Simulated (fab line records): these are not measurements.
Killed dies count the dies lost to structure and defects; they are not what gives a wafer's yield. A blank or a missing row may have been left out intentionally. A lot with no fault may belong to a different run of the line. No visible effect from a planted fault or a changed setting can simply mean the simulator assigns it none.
Comparing a struck lot with a sound one	flow sfq line	28 out of 325 route steps
Sound: these wafers, L215.1, L215.3, L215.5. Struck: wafer L226.5 (left out: L226.1, L226.4 of the same lot, which were not struck); the cause appears at the end.
At each step with rows: each side's tool, then ch and its chambers, then its first start. Under that, the readings that differ: sound wafers	struck wafers	difference of the means	sigmas: that difference in standard deviations of wafers without a fault.
alike: words and numbers the same on both sides, and readings whose means are apart by under 2 such deviations; not compared: readings that were withheld, readings missing a value for some wafer, numbers with overlapping values and no deviation given by the record, and bounds like >300 which may hide the same value.
The two part at a step that has a row with sigmas, a row that says differs or no value, or rows on one side only. Numbers that have no deviation but don't overlap get no sigmas and don't part them. Lack of a reading on every wafer of one side parts them only where that side has two or more wafers.

first, 6 steps without rows for these wafers: SFQ_TRILAYER_M3_LITHO_COAT_080 (resist thk 62 nm); SFQ_TRILAYER_M3_LITHO_COAT_075 (resist thk 600 nm); SFQ_TRILAYER_M3_LITHO_SOFTBAKE_079; SFQ_TRILAYER_M3_LITHO_EXPOSE_076 (exposes mask M3, target cd 500 nm); SFQ_TRILAYER_M3_LITHO_PEB_078 (peb time 60 s); SFQ_TRILAYER_M3_LITHO_DEVELOP_077 (time 60 s).
SFQ_M3_OVL_MEAS_921:
  sound on overlay-01 at day 46 20:04; struck on overlay-02 at day 49 08:26
  alike: M3_OVL
SFQ_TRILAYER_M3_BARC_OPEN_METAL_ETCH_100: etches BARC in O2, target depth 125 nm, time 41.7 s.
  sound on rie metal-04 ch 1, day 46 20:05; struck on rie metal-04 ch 0, day 49 08:29
  alike: drypump motor current A, oes product au
  not compared: rf hours counter h
SFQ_TRILAYER_M3_ETCH_METAL_ETCH_078: etches Nb in Cl2/Ar, stops on SiO2, target depth 240 nm, time 120 s.
  sound on rie metal-04 ch 1, day 46 20:09; struck on rie metal-04 ch 0, day 49 08:32
  alike: drypump motor current A, oes product au
  not compared: rf hours counter h
then, 2 steps without rows for these wafers: SFQ_TRILAYER_M3_STRIP_STRIP_079 (strips in O2); SFQ_TRILAYER_M3_STRIP_SOLV_CLEAN_080 (cleans in NMP, time 600 s).
SFQ_TRILAYER_I3_DEP_PECVD_081: deposits SiO2 from SiH4/N2O, time 111.11 s, target thk 500 nm.
  sound on pecvd-04 ch 0,1, day 46 21:03; struck on pecvd-04 ch 2, day 49 09:26
reading	sound	struck	difference	sigmas
heater power w (W)	82 70 74	107	+32	+2
  alike: throttle valve pct
SFQ_TRILAYER_I3_CMP_CMP_082: polishes SiO2.
  sound on cmp-01 ch 0,1,2, day 46 23:03; struck on cmp-01 ch 1, day 49 19:47
reading	sound	struck	difference	sigmas
time to endpoint s (s)	215 208 216	191	-22	-2
model.SiO2_of_TRILAYER_I3_DEP_PECVD_081.thk nm (nm)	199 198.7 198.9	220.1	+21.2	
  alike: motor current A
SFQ_I3_BOW_MEAS_922:
  sound on film metro-01 at day 47 02:03; struck on film metro-02 at day 49 21:36
  not compared: I3_BOW
SFQ_TRILAYER_I3_METRO_MEASURE_083:
  sound on film metro-01 at day 47 02:10; struck on film metro-02 at day 50 02:59
reading	sound	struck	difference	sigmas
thk nm (nm)	198.9 198.7 198.8	220.1	+21.3	+19
then, 6 steps without rows for these wafers: SFQ_TRILAYER_I3_VIA_LITHO_COAT_090 (resist thk 62 nm); SFQ_TRILAYER_I3_VIA_LITHO_COAT_085 (resist thk 650 nm); SFQ_TRILAYER_I3_VIA_LITHO_SOFTBAKE_089; SFQ_TRILAYER_I3_VIA_LITHO_EXPOSE_086 (exposes mask I3, target cd 500 nm); SFQ_TRILAYER_I3_VIA_LITHO_PEB_088 (peb time 60 s); SFQ_TRILAYER_I3_VIA_LITHO_DEVELOP_087 (time 60 s).
-- the record jumps here: 5 days lie between the struck wafers' starts before and after --
SFQ_I3_OVL_MEAS_923:
  sound on overlay-01 at day 52 13:17; struck on overlay-01 at day 54 23:47
  alike: I3_OVL
SFQ_TRILAYER_I3_VIA_BARC_OPEN_VIA_ETCH_121: etches BARC in O2, target depth 125 nm, time 41.7 s.
  sound on rie diel-04 ch 0,1,3, day 52 13:19; struck on rie diel-01 ch 1, day 54 23:50
reading	sound	struck	difference	sigmas
drypump motor current A (A)	6.3 6.2 6.0	5.1	-1.1	-2
oes product au (a.u.)	0.693 0.690 0.683	0.672	-0.017	-3
  not compared: rf hours counter h
SFQ_TRILAYER_I3_VIA_ETCH_VIA_ETCH_088: etches SiO2 in CHF3, stops on Nb, target depth 260 nm.
  sound on rie diel-04 ch 0,1,3, day 52 13:21; struck on rie diel-01 ch 1, day 54 23:52
reading	sound	struck	difference	sigmas
drypump motor current A (A)	6.3 6.2 6.0	5.1	-1.1	-2
oes product au (a.u.)	0.848 0.851 0.847	0.900	+0.051	+10
model.I3.feature depth nm (nm)	199 198.7 198.9	220.1	+21.2	
model.etch.depth nm (nm)	199 198.7 198.9	220.1	+21.2	
SFQ_TRILAYER_I3_VIA_STRIP_STRIP_089: strips in O2.
  sound on rie metal-04 ch 0,1, day 52 13:28; struck on rie metal-01 ch 1, day 54 23:59
  alike: drypump motor current A, oes product au
  not compared: rf hours counter h
then, 1 step without rows for these wafers: SFQ_TRILAYER_I3_VIA_STRIP_SOLV_CLEAN_090 (cleans in NMP, time 600 s).
SFQ_TRILAYER_M4_DEP_PRE_CLEAN_092: time 22.5 s.
  sound on pvd sputter-03 at day 52 14:14; struck on pvd sputter-05 at day 55 01:21
reading	sound	struck	difference	sigmas
model.SiO2_of_TRILAYER_I3_DEP_PECVD_081.thk nm (nm)	191.5 191.2 191.4	212.6	+21.2	
then, 1 step without rows for these wafers: SFQ_TRILAYER_M4_DEP_SPUTTER_091 (material Nb, target thk 200 nm, time 133.3 s).

== WHERE THEY PART ==
At SFQ_TRILAYER_I3_DEP_PECVD_081 first; at SFQ_TRILAYER_I3_VIA_ETCH_VIA_ETCH_088 last (within this record only). Later steps at which nothing parts them and some readings are alike: SFQ_TRILAYER_I3_VIA_STRIP_STRIP_089.

WHY: whatever the simulator had introduced
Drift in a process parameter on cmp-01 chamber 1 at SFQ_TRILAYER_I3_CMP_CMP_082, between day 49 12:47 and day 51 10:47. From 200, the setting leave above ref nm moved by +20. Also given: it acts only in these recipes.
